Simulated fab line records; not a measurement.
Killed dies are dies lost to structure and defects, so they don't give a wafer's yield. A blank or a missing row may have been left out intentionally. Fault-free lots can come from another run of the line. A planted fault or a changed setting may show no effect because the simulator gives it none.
fab line records	flow sky130
record: lots: 24	wafers: 72	lastDay: 51
route steps=708 shown SD_P@330 LI_CONTACT@377 CONTACT@433 VIA1@470 VIA2@520 CAP2M@616
lots that met no fault: from a run of the same line without faults
startH: hours from the record's first day to the start of the lot's first wafer shown	waitH: how many hours have passed since the lot's step before this one	" the same as in the row above	L1.1+2: a single row standing in for several wafers	- value missing, or start not given	* or withheld: withheld	< > ~ a bound
route shown NAME@n: a module of which the file shows steps, and the number in the route of the first	usual: mean/standard deviation of fault-free wafers	same: alike in all rows	chamber/n: place in a boat	sites: per-site readings	_std_site: standard deviation of those values	_edge_site: mean of outer sites minus mean of inner sites	radiusMm: for every site, how far away it sits from the centre of the wafer	mask NAME#n: copy n	behind: the most recent tool/chamber to have shaped the wafer	hold: why the lot was held/for how many hours/how that ended	device: the transistor (n, p or np) that didn't switch	end of line: the tests these same wafers got at the end of their route	a step without rows: its recipe alone	killed: the dies lost at the first sort to structure and to defects; this is not the yield of the wafer	map: a wafer's dies, marking killed ones x, the rest . and places with no die _
set.NAME: setting as actually run; set.NAME@STEP: the setting as run at that earlier step	model.NAME: the simulator's own value behind a step, which no gauge read
route steps across a sampled set of lots; one table per step, one row per wafer
services: the hour from which a tool's chamber was out of use, counted from the record's first day as startH (under 0 if before that day), plus the number of hours and why
== steps ==
step: SKY_SD_P_STRIP_10
recipe: chemistry: O2/N2	powerW: 1400	pressureMtorr: 1500	platenTempC: withheld	o2FlowSccm: 3000	n2FlowSccm: 300	overashFraction: 0.5
usual: drypumpMotorCurrentA: 5.7/0.36	oesProductAu: 0.617/0.0045	stripTimeToEndpointS: 17.49/0.04
same: overashFraction: 0.5
lot.wafer	tool	chamber	startH	waitH	drypumpMotorCurrentA	oesProductAu	rfHoursCounterH	stripTimeToEndpointS
L074.2	plasmaAsher-04	1	604.57	0.1	6.2	0.610	88	17.41
L074.4	"	1	"	"	6.3	0.621	-	17.41
L074.5	"	0	"	"	5.6	0.620	-	17.42
L075.1	plasmaAsher-04	1	616.57	0.1	6.3	0.619	90	17.54
L075.3	"	0	"	"	5.6	0.616	-	17.51
L075.4	"	1	"	"	6.3	0.611	-	17.53
L076.1	plasmaAsher-01	0	620.16	0.1	5.2	0.616	20	17.51
L076.4	"	1	"	"	5.7	0.612	-	17.51
L076.6	"	0	"	"	5.2	0.623	-	17.51
L077.1	plasmaAsher-04	0	633.41	0.1	5.6	0.621	92	17.50
L077.2	"	1	"	"	6.2	0.620	92	17.54
L077.6	"	0	"	"	5.6	0.624	-	17.46
L078.1	plasmaAsher-02	1	642.42	0.1	6.1	0.616	85	17.42
L078.4	"	1	"	"	6.1	0.615	-	17.48
L078.6	"	0	"	"	5.6	0.617	-	17.50
L079.4	plasmaAsher-04	1	644.16	0.1	6.3	0.624	-	17.44
L079.5	"	0	"	"	5.6	0.625	-	17.45
L079.6	"	1	"	"	6.3	0.616	-	17.46
L080.3	plasmaAsher-01	1	653.55	0.1	5.7	0.604	-	17.48
L080.5	"	0	"	"	5.2	0.619	-	17.47
L080.6	"	1	"	"	5.7	0.621	-	17.49
L081.3	plasmaAsher-02	0	668.24	0.1	5.6	0.620	-	17.44
L081.4	"	1	"	"	6.1	0.623	-	17.42
L081.6	"	0	"	"	5.6	0.617	-	17.48
L082.1	plasmaAsher-04	0	677.42	0.1	5.6	0.620	96	17.42
L082.2	"	1	"	"	6.3	0.617	96	17.41
L082.3	"	0	"	"	5.6	0.615	-	17.39
L083.2	plasmaAsher-01	1	684.47	0.1	5.8	0.621	26	17.56
L083.3	"	1	"	"	5.8	0.613	-	17.51
L083.4	"	0	"	"	5.2	0.613	-	17.49
L084.2	plasmaAsher-01	0	688.36	0.1	5.2	0.614	26	17.56
L084.3	"	0	"	"	5.2	0.623	-	17.57
L084.6	"	1	"	"	5.8	0.611	-	17.56
L085.1	plasmaAsher-01	0	699.47	0.1	5.2	0.625	27	17.45
L085.2	"	1	"	"	5.8	0.622	27	17.45
L085.3	"	1	"	"	5.7	0.616	-	17.43
L086.2	plasmaAsher-02	0	700.72	0.1	5.6	0.615	90	17.47
L086.4	"	0	"	"	5.6	0.612	-	17.53
L086.6	"	1	"	"	6.1	0.618	-	17.52
L087.1	plasmaAsher-02	1	712.17	0.1	6.1	0.620	92	17.47
L087.2	"	0	"	"	5.6	0.632	92	17.49
L087.5	"	0	"	"	5.6	0.616	-	17.48
L088.3	plasmaAsher-04	1	722.15	0.1	6.3	0.615	-	17.50
L088.5	"	1	"	"	6.3	0.626	-	17.47
L088.6	"	0	"	"	5.6	0.617	-	17.49
L089.2	plasmaAsher-01	1	729.76	0.1	5.8	0.618	30	17.51
L089.3	"	1	"	"	5.8	0.612	-	17.46
L089.6	"	1	"	"	5.7	0.611	-	17.47
L090.2	plasmaAsher-01	1	743.12	0.1	5.7	0.610	32	17.50
L090.4	"	0	"	"	5.2	0.622	-	17.51
L090.5	"	0	"	"	5.2	0.620	-	17.51
L091.1	plasmaAsher-04	0	748.22	0.1	5.6	0.618	0	17.49
L091.2	"	1	"	"	6.3	0.615	0	17.51
L091.5	"	1	"	"	6.3	0.620	-	17.51
L092.3	plasmaAsher-01	1	750.89	0.1	5.8	0.614	-	17.46
L092.4	"	0	"	"	5.2	0.609	-	17.48
L092.5	"	1	"	"	5.8	0.620	-	17.49
L093.1	plasmaAsher-04	0	756.91	0.1	5.6	0.618	1	17.48
L093.3	"	0	"	"	5.6	0.618	-	17.49
L093.6	"	0	"	"	5.6	0.617	-	17.51
L094.1	plasmaAsher-04	0	766.72	0.1	5.6	0.619	2	17.52
L094.2	"	1	"	"	6.3	0.618	2	17.54
L094.3	"	1	"	"	6.3	0.623	-	17.49
L095.1	plasmaAsher-01	1	776.52	0.1	5.7	0.614	33	17.48
L095.4	"	1	"	"	5.8	0.610	-	17.51
L095.6	"	0	"	"	5.2	0.617	-	17.44
L096.3	plasmaAsher-02	0	779.04	0.1	5.6	0.618	-	17.51
L096.5	"	1	"	"	6.1	0.614	-	17.49
L096.6	"	0	"	"	5.6	0.618	-	17.49
L097.2	plasmaAsher-04	1	780.67	0.1	6.3	0.612	4	17.54
L097.3	"	0	"	"	5.6	0.604	-	17.51
L097.6	"	1	"	"	6.3	0.618	-	17.48
step: SKY_LI_CONTACT_ETCH_15
recipe: target: PSG	chemistry: C4F8/O2/Ar	stopOn: Si	taperDeg: 4.15	maskMaterial: KrF-thick	sourceW: 1500	biasW: 1200	pressureMtorr: 40	c4f8FlowSccm: withheld	O2_flow_sccm: 6	Ar_flow_sccm: 300	timeS: withheld	targetDepthA: 6000
usual: oesProductAu: 0.836/0.005
lot.wafer	tool	chamber	startH	waitH	oesProductAu
L074.2	rieDiel-02	2	694.41	0.0	0.838
L074.4	"	1	"	"	0.840
L074.5	"	0	"	"	0.835
L075.1	rieDiel-03	0	704.99	0.0	0.840
L075.3	"	1	"	"	0.842
L075.4	"	2	"	"	0.841
L076.1	rieDiel-03	0	708.20	0.0	0.837
L076.4	"	3	"	"	0.841
L076.6	"	3	"	"	0.825
L077.1	rieDiel-04	2	722.24	0.0	0.841
L077.2	"	0	"	"	0.836
L077.6	"	2	"	"	0.835
L078.1	rieDiel-03	1	732.24	0.0	0.831
L078.4	"	0	"	"	0.831
L078.6	"	0	"	"	0.830
L079.4	rieDiel-04	3	733.19	0.0	0.840
L079.5	"	2	"	"	0.839
L079.6	"	1	"	"	0.832
L080.3	rieDiel-03	1	740.01	0.0	0.849
L080.5	"	1	"	"	0.845
L080.6	"	0	"	"	0.834
L081.3	rieDiel-03	3	756.50	0.0	0.837
L081.4	"	1	"	"	0.833
L081.6	"	2	"	"	0.833
L082.1	rieDiel-03	1	762.74	0.0	0.830
L082.2	"	2	"	"	0.834
L082.3	"	3	"	"	0.834
L083.2	rieDiel-03	1	770.41	0.0	0.835
L083.3	"	0	"	"	0.835
L083.4	"	3	"	"	0.827
L084.2	rieDiel-03	1	774.71	0.0	0.831
L084.3	"	2	"	"	0.835
L084.6	"	1	"	"	0.848
L085.1	rieDiel-02	1	786.46	0.0	0.842
L085.2	"	0	"	"	0.843
L085.3	"	2	"	"	0.833
L086.2	rieDiel-04	2	786.81	0.0	0.832
L086.4	"	2	"	"	0.836
L086.6	"	3	"	"	0.842
L087.1	rieDiel-03	1	797.25	0.0	0.837
L087.2	"	3	"	"	0.846
L087.5	"	3	"	"	0.831
L088.3	rieDiel-02	2	808.00	0.0	0.844
L088.5	"	0	"	"	0.834
L088.6	"	1	"	"	0.837
L089.2	rieDiel-02	0	814.56	0.0	0.846
L089.3	"	3	"	"	0.832
L089.6	"	2	"	"	0.832
L090.2	rieDiel-04	3	828.29	0.0	0.837
L090.4	"	3	"	"	0.835
L090.5	"	2	"	"	0.830
L091.1	rieDiel-03	0	832.09	0.0	0.835
L091.2	"	2	"	"	0.843
L091.5	"	2	"	"	0.832
L092.3	rieDiel-03	2	834.15	0.0	0.830
L092.4	"	0	"	"	0.829
L092.5	"	1	"	"	0.843
L093.1	rieDiel-04	1	840.50	0.0	0.838
L093.3	"	2	"	"	0.827
L093.6	"	2	"	"	0.830
L094.1	rieDiel-04	0	850.01	0.0	0.840
L094.2	"	1	"	"	0.836
L094.3	"	3	"	"	0.836
L095.1	rieDiel-03	0	859.45	0.0	0.836
L095.4	"	2	"	"	0.833
L095.6	"	3	"	"	0.838
L096.3	rieDiel-02	0	860.99	0.0	0.836
L096.5	"	3	"	"	0.846
L096.6	"	0	"	"	0.836
L097.2	rieDiel-04	1	864.15	0.0	0.836
L097.3	"	2	"	"	0.832
L097.6	"	1	"	"	0.849
step: SKY_CONTACT_CMP_27
recipe: stopOn: SiO2	tOverpolishS: 15	downForcePsi: 3.5	platenRpm: 60	targetThkNm: 0	padVelocityMS: 0.94248
usual: headPressurePsi: 3.501/0.0081	motorCurrentA: 11.2/1.4	overpolishRunS: 15.000/0.0095	timeToEndpointS: 83/3.1
lot.wafer	tool	chamber	startH	waitH	headPressurePsi	motorCurrentA	overpolishRunS	timeToEndpointS
L074.2	cmp-02	2	755.58	0.1	3.502	10.9	15.011	86
L074.4	"	0	"	"	3.504	8.1	14.999	86
L074.5	"	1	"	"	3.495	11.1	15.009	88
L075.3	cmp-02	2	766.08	0.0	3.490	11.4	15.013	79
L075.4	"	3	"	"	3.508	13.4	15.008	81
L075.1	"	0	"	"	3.508	8.1	15.011	80
L076.1	cmp-02	3	769.24	0.1	3.490	13.4	15.004	80
L076.4	"	0	"	"	3.505	8.3	15.014	80
L076.6	"	3	"	"	3.495	13.6	15.005	82
L077.2	cmp-02	0	782.89	0.1	3.494	7.8	14.999	80
L077.1	"	1	"	"	3.505	12.1	15.002	84
L077.6	"	3	"	"	3.502	12.6	15.000	82
L078.1	cmp-01	2	791.74	0.1	3.502	10.7	15.001	82
L078.4	"	3	"	"	3.509	11.6	14.980	82
L078.6	"	2	"	"	3.497	11.5	15.012	82
L079.4	cmp-02	2	791.99	0.1	3.500	10.8	14.984	80
L079.5	"	0	"	"	3.482	8.3	14.998	80
L079.6	"	1	"	"	3.509	11.6	15.006	82
L080.3	cmp-02	3	799.25	0.2	3.494	13.7	15.004	87
L080.6	"	0	"	"	3.498	8.2	14.992	88
L080.5	"	1	"	"	3.519	11.7	14.993	82
L081.4	cmp-01	2	815.06	0.1	3.505	11.6	14.993	80
L081.3	"	3	"	"	3.500	11.9	14.990	84
L081.6	"	0	"	"	3.514	10.7	14.992	83
L082.3	cmp-01	3	820.53	0.0	3.486	11.5	15.002	84
L082.1	"	1	"	"	3.500	11.5	15.008	78
L082.2	"	2	"	"	3.508	11.0	14.978	81
L083.2	cmp-01	3	829.48	0.0	3.500	11.5	15.011	81
L083.3	"	0	"	"	3.491	11.4	15.000	81
L083.4	"	1	"	"	3.497	11.3	15.006	78
L084.3	cmp-02	0	833.93	0.0	3.502	8.4	15.010	81
L084.2	"	3	"	"	3.515	13.1	15.002	80
L084.6	"	0	"	"	3.500	8.6	15.015	84
L085.2	cmp-02	3	844.08	0.1	3.505	13.4	14.989	79
L085.3	"	0	"	"	3.497	8.3	15.009	79
L085.1	"	1	"	"	3.497	11.3	14.991	80
L086.2	cmp-02	2	845.03	0.0	3.488	10.8	15.003	82
L086.4	"	0	"	"	3.514	8.5	14.998	80
L086.6	"	3	"	"	3.496	13.1	15.000	80
L087.2	cmp-01	1	854.32	0.1	3.514	11.4	14.980	81
L087.1	"	2	"	"	3.510	11.3	14.998	86
L087.5	"	1	"	"	3.502	11.0	14.995	85
L088.3	cmp-01	2	865.99	0.2	3.497	11.2	14.992	87
L088.5	"	3	"	"	3.485	11.6	14.978	89
L088.6	"	0	"	"	3.495	11.1	14.988	88
L089.2	cmp-01	3	871.83	0.1	3.480	11.7	15.009	85
L089.3	"	0	"	"	3.490	10.8	15.006	86
L089.6	"	1	"	"	3.502	10.9	15.000	84
L090.2	cmp-02	3	886.00	0.0	3.499	13.5	15.000	80
L090.4	"	2	"	"	3.506	11.0	15.000	82
L090.5	"	0	"	"	3.497	8.4	15.000	85
L091.1	cmp-02	0	890.05	0.1	3.509	8.3	15.022	78
L091.2	"	1	"	"	3.514	11.3	15.009	83
L091.5	"	3	"	"	3.506	13.2	14.992	83
L092.4	cmp-01	1	891.59	0.0	3.505	11.8	14.993	84
L092.3	"	3	"	"	3.521	11.5	15.005	83
L092.5	"	1	"	"	3.509	11.6	14.999	83
L093.3	cmp-01	2	897.18	0.1	3.494	11.5	14.985	80
L093.1	"	3	"	"	3.491	12.6	15.000	84
L093.6	"	0	"	"	3.502	11.0	15.003	84
L094.3	cmp-01	3	906.57	0.0	3.503	12.5	15.000	86
L094.1	"	0	"	"	3.503	11.4	15.002	85
L094.2	"	1	"	"	3.495	11.7	15.009	85
L095.4	cmp-02	2	917.07	0.1	3.491	11.0	15.009	84
L095.1	"	3	"	"	3.500	13.5	15.002	82
L095.6	"	0	"	"	3.502	8.5	15.013	85
L096.3	cmp-01	1	917.79	0.2	3.513	11.1	14.997	87
L096.5	"	2	"	"	3.501	11.7	14.996	91
L096.6	"	3	"	"	3.485	11.9	15.012	89
L097.2	cmp-02	2	921.09	0.0	3.497	10.9	15.008	80
L097.3	"	0	"	"	3.491	8.8	14.999	76
L097.6	"	3	"	"	3.515	13.6	15.000	82
step: SKY_VIA1_CD_MEAS_12
recipe: targetCdNm: 150
usual: cdNm: 149.9/2
lot.wafer	tool	chamber	startH	waitH	cdNm
L074.2	cdSem-01	-	811.92	-	148.2
L074.4	"	-	"	"	147.3
L074.5	"	-	"	"	148.6
L075.1	cdSem-02	-	822.37	-	150.2
L075.3	"	-	"	"	152.8
L075.4	"	-	"	"	152.2
L076.1	cdSem-01	-	825.85	-	150.8
L076.4	"	-	"	"	150.4
L076.6	"	-	"	"	148.1
L077.1	cdSem-02	-	839.22	-	151.7
L077.2	"	-	"	"	150.7
L077.6	"	-	"	"	151.5
L078.1	cdSem-01	-	847.40	-	149.1
L078.4	"	-	"	"	149.6
L078.6	"	-	"	"	148.4
L079.4	cdSem-01	-	848.41	-	148.9
L079.5	"	-	"	"	149.0
L079.6	"	-	"	"	148.3
L080.3	cdSem-02	-	854.96	-	152.4
L080.5	"	-	"	"	152.0
L080.6	"	-	"	"	153.4
L081.3	cdSem-02	-	870.66	-	150.9
L081.4	"	-	"	"	152.0
L081.6	"	-	"	"	151.6
L082.1	cdSem-02	-	875.75	-	147.5
L082.2	"	-	"	"	151.8
L082.3	"	-	"	"	149.3
L083.2	cdSem-02	-	885.02	-	153.5
L083.3	"	-	"	"	150.3
L083.4	"	-	"	"	150.7
L084.2	cdSem-01	-	889.72	-	147.1
L084.3	"	-	"	"	148.7
L084.6	"	-	"	"	147.3
L085.1	cdSem-02	-	899.45	-	149.7
L085.2	"	-	"	"	148.1
L085.3	"	-	"	"	147.8
L086.2	cdSem-01	-	901.09	-	149.0
L086.4	"	-	"	"	149.6
L086.6	"	-	"	"	150.2
L087.1	cdSem-02	-	908.40	-	151.1
L087.2	"	-	"	"	150.4
L087.5	"	-	"	"	150.7
L088.3	cdSem-02	-	921.34	-	146.8
L088.5	"	-	"	"	148.1
L088.6	"	-	"	"	147.6
L089.2	cdSem-02	-	926.74	-	151.0
L089.3	"	-	"	"	150.2
L089.6	"	-	"	"	148.7
L090.2	cdSem-01	-	940.77	-	155.3
L090.4	"	-	"	"	155.0
L090.5	"	-	"	"	156.4
L091.1	cdSem-01	-	944.17	-	149.6
L091.2	"	-	"	"	148.9
L091.5	"	-	"	"	148.4
L092.3	cdSem-01	-	944.56	-	149.3
L092.4	"	-	"	"	147.8
L092.5	"	-	"	"	149.8
L093.1	cdSem-01	-	950.47	-	149.1
L093.3	"	-	"	"	149.7
L093.6	"	-	"	"	150.6
L094.1	cdSem-01	-	959.17	-	150.9
L094.2	"	-	"	"	149.8
L094.3	"	-	"	"	150.3
L095.1	cdSem-01	-	967.97	-	150.2
L095.4	"	-	"	"	150.1
L095.6	"	-	"	"	150.3
L096.3	cdSem-02	-	969.69	-	148.7
L096.5	"	-	"	"	149.5
L096.6	"	-	"	"	149.4
L097.2	cdSem-01	-	972.82	-	147.6
L097.3	"	-	"	"	147.3
L097.6	"	-	"	"	148.7
step: SKY_VIA2_OVL_MEAS_13
usual: VIA2_OVL: 2/5.6
lot.wafer	tool	chamber	startH	waitH	VIA2_OVL[nm]
L074.2	overlay-01	-	868.99	0.1	1
L074.4	"	-	"	"	-4
L074.5	"	-	"	"	0
L075.1	overlay-02	-	879.69	0.1	4
L075.3	"	-	"	"	1
L075.4	"	-	"	"	5
L076.1	overlay-01	-	881.67	0.1	5
L076.4	"	-	"	"	6
L076.6	"	-	"	"	6
L077.1	overlay-01	-	895.37	0.1	10
L077.2	"	-	"	"	6
L077.6	"	-	"	"	5
L078.1	overlay-02	-	902.99	0.1	6
L078.4	"	-	"	"	-2
L078.6	"	-	"	"	-5
L079.4	overlay-02	-	904.28	0.1	-4
L079.5	"	-	"	"	-2
L079.6	"	-	"	"	-5
L080.3	overlay-02	-	910.48	0.1	3
L080.5	"	-	"	"	4
L080.6	"	-	"	"	3
L081.3	overlay-02	-	925.73	0.1	3
L081.4	"	-	"	"	-1
L081.6	"	-	"	"	2
L082.1	overlay-02	-	931.47	0.1	0
L082.2	"	-	"	"	3
L082.3	"	-	"	"	0
L083.2	overlay-02	-	939.62	0.1	-12
L083.3	"	-	"	"	-6
L083.4	"	-	"	"	-3
L084.2	overlay-02	-	945.33	0.1	-1
L084.3	"	-	"	"	7
L084.6	"	-	"	"	-5
L085.1	overlay-02	-	952.34	0.1	-5
L085.2	"	-	"	"	8
L085.3	"	-	"	"	-1
L086.2	overlay-01	-	954.74	0.1	1
L086.4	"	-	"	"	4
L086.6	"	-	"	"	4
L087.1	overlay-02	-	962.09	0.1	5
L087.2	"	-	"	"	-6
L087.5	"	-	"	"	4
L088.3	overlay-01	-	974.43	0.1	7
L088.5	"	-	"	"	3
L088.6	"	-	"	"	5
L089.2	overlay-01	-	979.52	0.1	10
L089.3	"	-	"	"	5
L089.6	"	-	"	"	2
L090.2	overlay-02	-	992.23	0.1	0
L090.4	"	-	"	"	-2
L090.5	"	-	"	"	12
L091.1	overlay-01	-	996.87	0.1	2
L091.2	"	-	"	"	-4
L091.5	"	-	"	"	-10
L092.3	overlay-01	-	997.75	0.1	11
L092.4	"	-	"	"	6
L092.5	"	-	"	"	10
L093.1	overlay-02	-	1003.49	0.1	-8
L093.3	"	-	"	"	-5
L093.6	"	-	"	"	-6
L094.1	overlay-01	-	1010.17	0.1	11
L094.2	"	-	"	"	9
L094.3	"	-	"	"	6
L095.1	overlay-01	-	1018.64	0.1	2
L095.4	"	-	"	"	-6
L095.6	"	-	"	"	-4
L096.3	overlay-01	-	1020.23	0.1	-6
L096.5	"	-	"	"	-10
L096.6	"	-	"	"	0
L097.2	overlay-01	-	1024.02	0.1	3
L097.3	"	-	"	"	4
L097.6	"	-	"	"	6
step: SKY_CAP2M_METAL_ETCH_13
recipe: targetDepthNm: 220	stopOn: SiO2	chemistry: Cl2/BCl3	target: TiN	pressureMtorr: 10	icpW: 900	biasW: 48.5	Cl2_flow_sccm: 60	bcl3FlowSccm: 30	timeS: 62.9
usual: drypumpMotorCurrentA: 5.4/0.49	oesProductAu: 0.941/0.0071	throttleValvePct: 21.902/0.0096
lot.wafer	tool	chamber	startH	waitH	drypumpMotorCurrentA	oesProductAu	rfHoursCounterH	throttleValvePct
L074.2	rieMetal-02	0	978.43	0.0	5.7	0.941	10	21.898
L074.4	"	1	"	"	5.1	0.948	-	21.894
L074.5	"	1	"	"	5.1	0.943	-	21.897
L076.1	rieMetal-02	0	987.59	0.0	5.7	0.937	11	21.907
L076.4	"	1	"	"	5.1	0.945	-	21.908
L076.6	"	1	"	"	5.1	0.931	-	21.903
L075.1	rieMetal-03	1	988.65	0.0	5.6	0.939	7	21.880
L075.3	"	0	"	"	4.8	0.934	-	21.905
L075.4	"	1	"	"	5.6	0.952	-	21.903
L077.1	rieMetal-02	0	1002.10	0.0	5.7	0.939	12	21.905
L077.2	"	1	"	"	5.1	0.939	8	21.885
L077.6	"	0	"	"	5.8	0.935	-	21.902
L078.1	rieMetal-02	1	1008.25	0.0	5.1	0.938	8	21.907
L078.4	"	0	"	"	5.8	0.945	-	21.894
L078.6	"	0	"	"	5.8	0.943	-	21.898
L079.4	rieMetal-03	1	1009.76	0.0	5.6	0.944	-	21.894
L079.5	"	1	"	"	5.6	0.943	-	21.912
L079.6	"	0	"	"	4.8	0.946	-	21.902
L080.3	rieMetal-02	0	1015.13	0.0	5.8	0.946	-	21.908
L080.5	"	0	"	"	5.8	0.939	-	21.917
L080.6	"	1	"	"	5.1	0.946	-	21.903
L081.3	rieMetal-02	0	1029.78	0.0	5.8	0.942	-	21.904
L081.4	"	1	"	"	5.1	0.946	-	21.904
L081.6	"	1	"	"	5.1	0.937	-	21.892
L082.1	rieMetal-04	1	1034.33	0.0	6.5	0.941	14	21.903
L082.2	"	0	"	"	5.0	0.926	6	21.901
L082.3	"	1	"	"	6.5	0.944	-	21.900
L083.2	rieMetal-03	0	1040.55	0.0	4.8	0.944	21	21.909
L083.3	"	1	"	"	5.6	0.944	-	21.902
L083.4	"	0	"	"	4.8	0.943	-	21.914
L084.2	rieMetal-02	0	1047.15	0.0	5.8	0.937	14	21.892
L084.3	"	1	"	"	5.1	0.934	-	21.902
L084.6	"	1	"	"	5.1	0.936	-	21.913
L085.1	rieMetal-02	1	1052.80	0.0	5.1	0.937	11	21.899
L085.2	"	0	"	"	5.8	0.939	15	21.890
L085.3	"	1	"	"	5.1	0.934	-	21.903
L086.2	rieMetal-03	1	1053.40	0.0	5.6	0.937	11	21.891
L086.4	"	0	"	"	4.8	0.942	-	21.921
L086.6	"	0	"	"	4.9	0.940	-	21.905
L087.1	rieMetal-04	1	1064.48	0.0	6.4	0.929	16	21.904
L087.2	"	0	"	"	5.0	0.933	8	21.914
L087.5	"	1	"	"	6.5	0.920	-	21.907
L088.3	rieMetal-04	1	1073.07	0.0	6.4	0.948	-	21.894
L088.5	"	1	"	"	6.5	0.946	-	21.904
L088.6	"	0	"	"	5.0	0.944	-	21.895
L089.2	rieMetal-04	0	1078.23	0.0	5.0	0.944	9	21.905
L089.3	"	0	"	"	5.0	0.937	-	21.901
L089.6	"	1	"	"	6.5	0.938	-	21.907
L090.2	rieMetal-02	1	1088.38	0.0	5.1	0.935	13	21.891
L090.4	"	1	"	"	5.1	0.945	-	21.899
L090.5	"	0	"	"	5.7	0.944	-	21.890
L091.1	rieMetal-02	0	1094.43	0.0	5.8	0.928	17	21.891
L091.2	"	1	"	"	5.1	0.950	13	21.909
L091.5	"	1	"	"	5.1	0.938	-	21.898
L092.3	rieMetal-04	0	1094.86	0.1	5.0	0.930	-	21.908
L092.4	"	0	"	"	5.0	0.927	-	21.898
L092.5	"	0	"	"	5.0	0.923	-	21.886
L093.1	rieMetal-03	0	1098.43	0.0	4.8	0.936	0	21.909
L093.3	"	0	"	"	4.8	0.943	-	21.895
L093.6	"	0	"	"	4.8	0.940	-	21.895
L094.1	rieMetal-03	1	1105.14	0.0	5.6	0.933	15	21.909
L094.2	"	0	"	"	4.8	0.948	0	21.910
L094.3	"	0	"	"	4.8	0.931	-	21.908
L095.1	rieMetal-03	1	1112.99	0.0	5.6	0.936	16	21.904
L095.4	"	0	"	"	4.8	0.950	-	21.884
L095.6	"	0	"	"	4.8	0.946	-	21.887
L096.3	rieMetal-02	1	1113.97	0.0	5.1	0.953	-	21.886
L096.5	"	1	"	"	5.1	0.943	-	21.899
L096.6	"	0	"	"	5.8	0.957	-	21.898
L097.2	rieMetal-04	0	1118.18	0.0	5.0	0.952	14	21.889
L097.3	"	1	"	"	6.5	0.953	-	21.886
L097.6	"	1	"	"	6.5	0.945	-	21.885
== services ==
tool	chamber	startH	hours	kind
cmp-02	-	582.07	2.1	repair
cmp-02	-	588.10	0.6	repair
cmp-01	-	621.88	7.2	pm
cmp-02	-	629.28	5.0	pm
rieDiel-03	2	645.58	10.0	repair
cmp-02	-	661.10	0.8	repair
cmp-02	-	669.53	5.0	pm
cmp-02	-	703.17	0.4	repair
cmp-02	-	703.61	11.7	pm
rieDiel-03	-	712.79	15.6	pm
cmp-02	-	744.00	4.0	pm
cmp-02	-	760.24	1.0	repair
cmp-02	-	808.24	0.7	repair
rieDiel-03	2	866.25	7.1	repair
cmp-02	-	966.63	0.8	repair
rieDiel-03	1	967.43	4.4	repair
rieDiel-03	0	989.05	4.8	repair
cmp-02	-	996.82	0.4	repair
rieDiel-03	3	997.09	11.6	repair
cmp-02	-	997.22	6.5	pm
rieDiel-03	1	1030.13	9.6	repair
cmp-02	-	1084.00	4.0	pm
cmp-02	-	1089.97	0.2	repair
cmp-02	-	1091.01	1.2	repair
== key ==
fault none
